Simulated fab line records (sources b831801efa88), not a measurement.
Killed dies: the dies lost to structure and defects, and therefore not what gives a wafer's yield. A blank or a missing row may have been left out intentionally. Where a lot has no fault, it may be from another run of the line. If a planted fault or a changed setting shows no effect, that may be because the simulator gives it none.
Which tool is to blame? || flow sfq-line || route of 325 steps, sampled at 1 step: 7 lots, 21 wafers

== WHAT THE GAUGES SHOWED, per wafer ==
SFQ_L0_THK_MEAS_902: measures by xrf.
{"lot": "L927", "measured": "day 2 13:41", "on": "film-metro-01", "L0_MONX_KI_THK (nm)": "39.8 39.9 40.1"}
{"lot": "L929", "measured": "day 2 23:42", "on": "film-metro-04", "L0_MONX_KI_THK (nm)": "40.8 40.6 40.7"}
{"lot": "L933", "measured": "day 3 19:41", "on": "film-metro-03", "L0_MONX_KI_THK (nm)": "40.0 39.6 39.6"}
{"lot": "L935", "measured": "day 4 05:41", "on": "film-metro-01", "L0_MONX_KI_THK (nm)": "40.5 40.6 40.2"}
{"lot": "L938", "measured": "day 4 20:41", "on": "film-metro-04", "L0_MONX_KI_THK (nm)": "40.5 40.7 40.2"}
{"lot": "L942", "measured": "day 5 16:41", "on": "film-metro-03", "L0_MONX_KI_THK (nm)": "39.9 40.6 40.5"}
{"lot": "L944", "measured": "day 6 02:41", "on": "film-metro-04", "L0_MONX_KI_THK (nm)": "41.3 40.2 40.8"}

== WHICH TOOL RAN EACH LOT (tool, then ch and the chambers of the sampled wafers, then the start) ==
The record holds no process step before these readings.

== THE ANSWER, worked out from the rows above alone ==
Rule: the usual values come from the lots themselves. Put in order of their means at a reading, lots are off if they are a third of the lots or fewer, leave a main group of 4 or more, and stand apart from it by a gap of 3 or more times the standard deviation of the main group's means; of several such gaps the widest counts. A main group is skipped when, at the precision printed for the reading in the tables above, its means are all equal. Also off: a lot with no number at a reading for which 4 or more lots have one. All remaining lots with rows at the step are treated as sound.
No lot is off on any of the readings shown, so nothing can be concluded from this.

== WHAT HAD BEEN PUT IN BY THE SIMULATOR ==
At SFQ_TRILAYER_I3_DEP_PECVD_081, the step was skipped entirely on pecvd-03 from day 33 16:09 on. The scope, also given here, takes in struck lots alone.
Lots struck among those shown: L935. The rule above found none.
